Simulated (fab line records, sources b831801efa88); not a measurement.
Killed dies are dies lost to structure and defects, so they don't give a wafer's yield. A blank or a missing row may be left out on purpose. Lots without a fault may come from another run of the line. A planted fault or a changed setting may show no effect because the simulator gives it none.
Which tool did it? | flow gf180mcu | 14 lots, 42 wafers sampled, at 3 steps of a route of 602

WHAT THE GAUGES READ, wafer by wafer
GF_CONTACT_CD_MEAS_14: target cd 220 nm. Usual: cd_nm 220.4 nm, standard deviation 1.3.
lot  | measured     | on        | cd_nm (nm)        | flag
L921 | day 16 07:47 | cd_sem-02 | 220.2 220.8 221.3 |
L924 | day 17 08:53 | cd_sem-02 | 218.9 218.4 218.3 |
L925 | day 17 17:56 | cd_sem-01 | 220.6 220.1 220.8 |
L928 | day 19 05:50 | cd_sem-01 | 220.3 220.6 220.9 |
L933 | day 20 12:47 | cd_sem-01 | 221.2 221.5 221.2 |
L934 | day 21 01:43 | cd_sem-02 | 220.7 221.9 221.4 |
L935 | day 21 07:44 | cd_sem-01 | 220.1 221.6 219.6 |
L936 | day 21 13:19 | cd_sem-02 | 220.1 218.7 219.9 |
L937 | day 22 00:58 | cd_sem-01 | 219.4 220.1 220.6 |
L938 | day 22 10:00 | cd_sem-02 | 220.7 220.6 220.8 |
L939 | day 22 18:02 | cd_sem-01 | 222.1 219.8 220.3 |
L940 | day 22 23:35 | cd_sem-02 | 221.6 221.6 221.0 |
L941 | day 23 04:44 | cd_sem-02 | 222.6 220.7 222.3 |
L942 | day 23 14:45 | cd_sem-02 | 221.1 218.7 219.3 |

WHICH TOOL RAN EACH LOT (tool, then ch and the chambers of the sampled wafers, then the start)
lot  | GF_CONTACT_CVD_02               | GF_CONTACT_CMP_04
L921 | pecvd-04 ch 0,1,2, day 15 08:59 | cmp-01 ch 0,1,2, day 15 09:07
L924 | pecvd-03 ch 0,1,2, day 16 09:31 | cmp-02 ch 1,2,3, day 16 09:44
L925 | pecvd-02 ch 0,1,2, day 16 18:20 | cmp-02 ch 0,1,2, day 16 18:31
L928 | pecvd-02 ch 0,1,2, day 18 05:06 | cmp-01 ch 0,1,3, day 18 05:14
L933 | pecvd-04 ch 1,2, day 19 12:26   | cmp-01 ch 0,1,3, day 19 12:40
L934 | pecvd-02 ch 0,1,2, day 19 21:13 | cmp-02 ch 2,3, day 19 21:26
L935 | pecvd-03 ch 0,1, day 20 07:25   | cmp-01 ch 1,3, day 20 07:32
L936 | pecvd-02 ch 0,1, day 20 13:02   | cmp-02 ch 0,1,3, day 20 13:19
L937 | pecvd-04 ch 0,1, day 21 00:01   | cmp-02 ch 1,2,3, day 21 00:10
L938 | pecvd-02 ch 0,1, day 21 10:23   | cmp-01 ch 2,3, day 21 10:34
L939 | pecvd-04 ch 1,2, day 21 18:19   | cmp-02 ch 0,1,3, day 21 18:27
L940 | pecvd-04 ch 0,1, day 21 23:47   | cmp-02 ch 0,1,3, day 21 23:55
L941 | pecvd-04 ch 0,1,2, day 22 04:49 | cmp-01 ch 0,1,2, day 22 05:03
L942 | pecvd-03 ch 0,2, day 22 15:38   | cmp-02 ch 0,2, day 22 15:46
- GF_CONTACT_CVD_02: deposits SiO2 from TEOS, target thk 860 nm, time 95.992 s.
- GF_CONTACT_CMP_04: polishes SiO2.

WHAT THE TOOLS THEMSELVES READ (means of the sampled wafers that have a number; where no wafer has one, the mark that the record gives instead)
GF_CONTACT_CVD_02. Usual: heater_power_w 682 W, standard deviation 120.
lot  | tool     | heater_power_w (W) | flag
L921 | pecvd-04 | 695                |
L924 | pecvd-03 | 676                |
L925 | pecvd-02 | 745                |
L928 | pecvd-02 | 769                |
L933 | pecvd-04 | 657                |
L934 | pecvd-02 | 753                |
L935 | pecvd-03 | 648                |
L936 | pecvd-02 | 677                |
L937 | pecvd-04 | 641                |
L938 | pecvd-02 | 793                |
L939 | pecvd-04 | 667                |
L940 | pecvd-04 | 651                |
L941 | pecvd-04 | 664                |
L942 | pecvd-03 | 713                |

GF_CONTACT_CMP_04. Usual: motor_current_A 12.6 A, standard deviation 1.3; time_to_endpoint_s 111 s, standard deviation 7.7.
lot  | tool   | motor_current_A (A) | time_to_endpoint_s (s) | flag
L921 | cmp-01 | 13.6                | 118                    |
L924 | cmp-02 | 11.5                | 110                    |
L925 | cmp-02 | 12.4                | 104                    |
L928 | cmp-01 | 13.1                | 107                    |
L933 | cmp-01 | 13.5                | 109                    |
L934 | cmp-02 | 11.7                | 111                    |
L935 | cmp-01 | 12.6                | 98                     |
L936 | cmp-02 | 11.9                | 110                    |
L937 | cmp-02 | 11.3                | 111                    |
L938 | cmp-01 | 12.7                | 102                    |
L939 | cmp-02 | 12.0                | 113                    |
L940 | cmp-02 | 12.1                | 111                    |
L941 | cmp-01 | 13.6                | 111                    |
L942 | cmp-02 | 12.9                | 108                    |

THE ANSWER, worked out from the rows above alone
Rule: a lot is off if the mean of its wafers that have a number lies more than 3 standard deviations from the usual mean. A lot without any number at a reading at which 4 lots or more have one is off too. The other lots that the step has rows for count as sound. The gauges are gone through in route order, then the tools' own readings, and for those a lot's mean is taken as printed above. The first step at which some lot is off is used, and at that step the reading that is off furthest; a lot without a number counts as furthest.
No lot is off at any reading shown: from this, nothing can be told.

WHAT THE SIMULATOR HAD PUT IN
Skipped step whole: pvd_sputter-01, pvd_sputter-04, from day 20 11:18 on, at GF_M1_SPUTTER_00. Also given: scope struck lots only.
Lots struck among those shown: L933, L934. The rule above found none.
